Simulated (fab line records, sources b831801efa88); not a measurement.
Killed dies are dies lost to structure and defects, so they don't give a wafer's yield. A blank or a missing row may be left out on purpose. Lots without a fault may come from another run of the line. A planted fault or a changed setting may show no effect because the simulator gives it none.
Which tool did it? | flow gf180mcu | 13 lots, 39 wafers sampled, at 5 steps of a route of 602

WHAT THE GAUGES READ, wafer by wafer
GF_HV_LDD_CD_MEAS_31: target cd 400 nm. Usual: cd_nm 399.7 nm, standard deviation 2.5.
lot  | measured     | on        | cd_nm (nm)        | flag
L396 | day 12 06:16 | cd_sem-01 | 400.4 401.0 397.9 |
L397 | day 12 17:10 | cd_sem-01 | 399.8 398.6 399.7 |
L398 | day 12 22:08 | cd_sem-01 | 394.8 396.8 396.4 |
L399 | day 13 09:13 | cd_sem-02 | 403.3 403.1 403.7 |
L400 | day 13 16:35 | cd_sem-02 | 397.0 400.7 400.4 |
L401 | day 13 23:34 | cd_sem-01 | 402.1 403.5 402.2 |
L410 | day 16 17:31 | cd_sem-01 | 396.1 395.4 397.3 |
L412 | day 17 11:44 | cd_sem-02 | 399.7 401.5 399.6 |
L413 | day 17 17:05 | cd_sem-02 | 395.0 396.7 397.9 |
L414 | day 17 23:35 | cd_sem-02 | 398.9 401.1 399.3 |
L415 | day 18 07:26 | cd_sem-02 | 399.3 399.6 399.5 |
L416 | day 18 20:38 | cd_sem-01 | 398.9 401.8 400.6 |
L417 | day 18 22:27 | cd_sem-02 | 398.7 398.2 397.6 |

GF_HV_LDD_TW_MEAS_50. Usual: HV_LDD_4_TW 572, standard deviation 7.8.
lot  | measured     | on            | HV_LDD_4_TW | flag
L396 | day 13 02:49 | film_metro-04 | 570 567 571 |
L397 | day 13 14:01 | film_metro-01 | 561 560 562 |
L398 | day 13 19:09 | film_metro-03 | 582 585 584 |
L399 | day 14 06:55 | film_metro-01 | 565 563 562 |
L400 | day 14 14:25 | film_metro-01 | 564 567 564 |
L401 | day 14 21:14 | film_metro-03 | 581 583 582 |
L410 | day 17 16:35 | film_metro-01 | 571 569 565 |
L412 | day 18 11:43 | film_metro-04 | 567 570 572 |
L413 | day 18 18:25 | film_metro-04 | 573 565 568 |
L414 | day 19 00:52 | film_metro-04 | 569 569 572 |
L415 | day 19 08:48 | film_metro-04 | 571 568 571 |
L416 | day 19 22:35 | film_metro-01 | 564 565 571 |
L417 | day 20 00:22 | film_metro-03 | 579 581 584 |

GF_NSD_OVL_MEAS_08. Usual: NSD_OVL -0.4 nm, standard deviation 1.3.
lot  | measured     | on         | NSD_OVL (nm)   | flag
L396 | day 14 02:13 | overlay-01 | -1.4 -0.7 -1.3 |
L397 | day 14 13:43 | overlay-01 | -2.6 -1.4 -2.2 |
L398 | day 14 18:40 | overlay-01 | 3.1 1.5 3.0    |
L399 | day 15 06:35 | overlay-02 | -0.8 0.0 -1.2  |
L400 | day 15 16:13 | overlay-01 | -1.3 0.6 0.9   |
L401 | day 15 22:27 | overlay-01 | -0.8 -1.7 -1.3 |
L410 | day 18 19:31 | overlay-01 | 0.3 1.5 -1.4   |
L412 | day 19 14:19 | overlay-02 | -0.7 -1.0 -1.0 |
L413 | day 19 23:04 | overlay-01 | -1.7 -0.2 0.5  |
L414 | day 20 04:16 | overlay-02 | 1.5 0.1 -1.2   |
L415 | day 20 12:06 | overlay-02 | 0.0 0.3 0.6    |
L416 | day 21 01:49 | overlay-02 | 0.9 1.4 1.0    |
L417 | day 21 03:10 | overlay-01 | -1.9 -1.7 -1.9 |

WHICH TOOL RAN EACH LOT (tool, then ch and the chambers of the sampled wafers, then the start)
lot  | GF_HV_LDD_COAT_41                 | GF_HV_LDD_STRIP_49
L396 | litho_track-03 ch 0, day 12 16:36 | plasma_asher-04 ch 0,1, day 13 02:42
L397 | litho_track-04 ch 0, day 13 03:19 | plasma_asher-03 ch 0, day 13 13:54
L398 | litho_track-04 ch 0, day 13 08:41 | plasma_asher-04 ch 0,1, day 13 19:03
L399 | litho_track-03 ch 0, day 13 19:55 | plasma_asher-04 ch 0,1, day 14 06:50
L400 | litho_track-04 ch 0, day 14 03:14 | plasma_asher-04 ch 0,1, day 14 14:20
L401 | litho_track-04 ch 0, day 14 10:13 | plasma_asher-04 ch 0,1, day 14 21:08
L410 | litho_track-03 ch 0, day 17 05:04 | plasma_asher-03 ch 0,1, day 17 16:29
L412 | litho_track-02 ch 0, day 17 23:12 | plasma_asher-02 ch 0,1, day 18 11:38
L413 | litho_track-03 ch 0, day 18 05:39 | plasma_asher-02 ch 0,1, day 18 18:18
L414 | litho_track-03 ch 0, day 18 12:24 | plasma_asher-04 ch 0,1, day 19 00:45
L415 | litho_track-03 ch 0, day 18 20:16 | plasma_asher-04 ch 0,1, day 19 08:42
L416 | litho_track-04 ch 0, day 19 09:41 | plasma_asher-02 ch 0,1, day 19 22:29
L417 | litho_track-04 ch 0, day 19 11:35 | plasma_asher-02 ch 0,1, day 20 00:17
- GF_HV_LDD_COAT_41: resist thk 1000 nm.
- GF_HV_LDD_STRIP_49: strips in O2/N2.

WHAT THE TOOLS THEMSELVES READ (means of the sampled wafers that have a number; where no wafer has one, the mark that the record gives instead)
GF_HV_LDD_COAT_41. Usual: chill_plate_temp_C 23.02 C, standard deviation 0.099.
lot  | tool           | chill_plate_temp_C (C) | flag
L396 | litho_track-03 | 22.95                  |
L397 | litho_track-04 | 22.91                  |
L398 | litho_track-04 | 22.93                  |
L399 | litho_track-03 | 22.93                  |
L400 | litho_track-04 | 23.00                  |
L401 | litho_track-04 | 22.87                  |
L410 | litho_track-03 | 23.03                  |
L412 | litho_track-02 | 23.05                  |
L413 | litho_track-03 | 23.00                  |
L414 | litho_track-03 | 23.08                  |
L415 | litho_track-03 | 22.94                  |
L416 | litho_track-04 | 23.11                  |
L417 | litho_track-04 | 23.01                  |

GF_HV_LDD_STRIP_49. Usual: drypump_motor_current_A 5.4 A, standard deviation 0.34; heater_power_w 354 W, standard deviation 46; oes_product_au 0.716 a.u., standard deviation 0.0046; strip_time_to_endpoint_s 12.63 s, standard deviation 0.036.
lot  | tool            | drypump_motor_current_A (A) | heater_power_w (W) | oes_product_au (a.u.) | strip_time_to_endpoint_s (s) | flag
L396 | plasma_asher-04 | 5.1                         | 393                | 0.715                 | 12.60                        |
L397 | plasma_asher-03 | 5.4                         | 341                | 0.717                 | 12.64                        |
L398 | plasma_asher-04 | 5.2                         | 385                | 0.715                 | 12.62                        |
L399 | plasma_asher-04 | 5.1                         | 385                | 0.716                 | 12.59                        |
L400 | plasma_asher-04 | 5.1                         | 345                | 0.720                 | 12.62                        |
L401 | plasma_asher-04 | 5.1                         | 344                | 0.718                 | 12.69                        |
L410 | plasma_asher-03 | 5.3                         | 345                | 0.722                 | 12.60                        |
L412 | plasma_asher-02 | 5.8                         | 340                | 0.715                 | 12.61                        |
L413 | plasma_asher-02 | 5.8                         | 355                | 0.718                 | 12.63                        |
L414 | plasma_asher-04 | 5.1                         | 344                | 0.719                 | 12.68                        |
L415 | plasma_asher-04 | 5.1                         | 393                | 0.714                 | 12.65                        |
L416 | plasma_asher-02 | 5.8                         | 343                | 0.715                 | 12.67                        |
L417 | plasma_asher-02 | 5.8                         | 339                | 0.709                 | 12.69                        |

THE ANSWER, worked out from the rows above alone
Rule: a lot is off if the mean of its wafers that have a number lies more than 3 standard deviations from the usual mean. A lot without any number at a reading at which 4 lots or more have one is off too. The other lots that the step has rows for count as sound. The gauges are gone through in route order, then the tools' own readings, and for those a lot's mean is taken as printed above. The first step at which some lot is off is used, and at that step the reading that is off furthest; a lot without a number counts as furthest.
No lot is off at any reading shown: from this, nothing can be told.

WHAT THE SIMULATOR HAD PUT IN
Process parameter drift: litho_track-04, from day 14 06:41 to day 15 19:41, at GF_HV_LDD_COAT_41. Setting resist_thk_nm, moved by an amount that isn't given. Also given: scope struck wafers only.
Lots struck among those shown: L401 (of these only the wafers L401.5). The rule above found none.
